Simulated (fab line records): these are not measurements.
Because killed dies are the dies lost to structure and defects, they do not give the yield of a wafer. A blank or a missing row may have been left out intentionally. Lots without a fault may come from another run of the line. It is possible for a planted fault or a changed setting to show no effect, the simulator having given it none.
Which tool did it? -- flow sfqLine -- 14 lots, 42 wafers sampled, at 2 steps of a route of 325

== WHAT THE GAUGES READ, wafer by wafer ==
SFQ_M1_RS_MEAS_909: the measuring method here is four-point-probe.
lot,measured,on,M1_NB_RS (ohm/sq)
L574,day 17 05:16,filmMetro-03,0.897 0.890 0.895
L580,day 20 05:50,filmMetro-01,0.897 0.890 0.536
L581,day 20 16:38,filmMetro-01,0.886 0.891 0.905
L582,day 21 02:22,filmMetro-04,0.529 0.877 0.890
L583,day 21 13:16,filmMetro-04,0.902 0.896 0.911
L588,day 24 00:12,filmMetro-03,0.874 0.873 0.884
L589,day 24 13:22,filmMetro-04,0.880 0.880 0.877
L590,day 25 05:13,filmMetro-04,0.890 0.892 0.889
L591,day 25 13:35,filmMetro-01,0.897 0.895 0.888
L592,day 25 18:23,filmMetro-03,0.898 0.899 0.899
L593,day 25 23:14,filmMetro-01,0.873 0.899 0.879
L594,day 26 07:35,filmMetro-04,0.901 0.900 0.874
L595,day 26 16:01,filmMetro-03,0.883 0.872 0.883
L597,day 27 10:13,filmMetro-03,0.867 0.890 0.906

== TOOL THAT RAN EACH LOT (tool first, then ch and the chambers of the sampled wafers, then the start) ==
lot,SFQ_TRILAYER_M1_DEP_SPUTTER_037
L574,"pvdSputter-03, day 17 05:07"
L580,"pvdSputter-03, day 20 05:44"
L581,"pvdSputter-04, day 20 16:32"
L582,"pvdSputter-03, day 21 02:16"
L583,"pvdSputter-04, day 21 13:11"
L588,"pvdSputter-04, day 24 00:04"
L589,"pvdSputter-03, day 24 13:16"
L590,"pvdSputter-03, day 25 05:06"
L591,"pvdSputter-05, day 25 13:30"
L592,"pvdSputter-05, day 25 18:18"
L593,"pvdSputter-04, day 25 23:06"
L594,"pvdSputter-04, day 26 07:30"
L595,"pvdSputter-05, day 26 15:54"
L597,"pvdSputter-04, day 27 10:07"
- SFQ_TRILAYER_M1_DEP_SPUTTER_037: material Nb, target thk 200 nm, time 133.3 s.

== WHAT THE TOOLS THEMSELVES READ (means of the sampled wafers that have a number; where no wafer has one, the mark that the record gives instead) ==
SFQ_TRILAYER_M1_DEP_SPUTTER_037.
lot,tool,cathodeDcPowerW (W),throttleValvePct (%)
L574,pvdSputter-03,1999.7,30.5
L580,pvdSputter-03,2000.4,30.3
L581,pvdSputter-04,1999.6,29.5
L582,pvdSputter-03,2000.1,30.5
L583,pvdSputter-04,1999.8,30.2
L588,pvdSputter-04,1999.9,30.2
L589,pvdSputter-03,2000.1,30.8
L590,pvdSputter-03,2000.0,30.3
L591,pvdSputter-05,2000.0,30.1
L592,pvdSputter-05,2000.0,30.1
L593,pvdSputter-04,1999.8,29.1
L594,pvdSputter-04,2000.1,29.2
L595,pvdSputter-05,1999.9,29.6
L597,pvdSputter-04,1999.7,29.8

== THE ANSWER, worked out from the rows above alone ==
Rule: what is usual is taken from the lots themselves. The widest of any qualifying gaps counts: lots, ordered by their means at a reading, are off when they make up no more than a third of the lots, leave a main group of 4 or more, and stand apart from it by 3 or more times the standard deviation of that group's means. Not used: any main group whose means are identical at the precision the tables above print for the reading. Also off: a lot with no number at a reading for which 4 or more lots have one. All remaining lots with rows at the step are treated as sound. The gauges are gone through in route order, then the tools' own readings, and for those a lot's mean is taken as printed above. The first step at which some lot is off is used, and at that step the reading that is off furthest; a lot without a number counts as furthest.
Off: L580, L582, seen at SFQ_M1_RS_MEAS_909 (M1_NB_RS). For the main group the mean is 0.889 ohm/sq and the standard deviation 0.0078.
If a tool, at a process step before that reading, ran all the lots that are off and no sound lot after the first of them, it fits. Gauges at SFQ_M1_RS_MEAS_909: tried the same way as those tools. Not one of the candidates tried fits.

== WHAT THE SIMULATOR HAD PUT IN ==
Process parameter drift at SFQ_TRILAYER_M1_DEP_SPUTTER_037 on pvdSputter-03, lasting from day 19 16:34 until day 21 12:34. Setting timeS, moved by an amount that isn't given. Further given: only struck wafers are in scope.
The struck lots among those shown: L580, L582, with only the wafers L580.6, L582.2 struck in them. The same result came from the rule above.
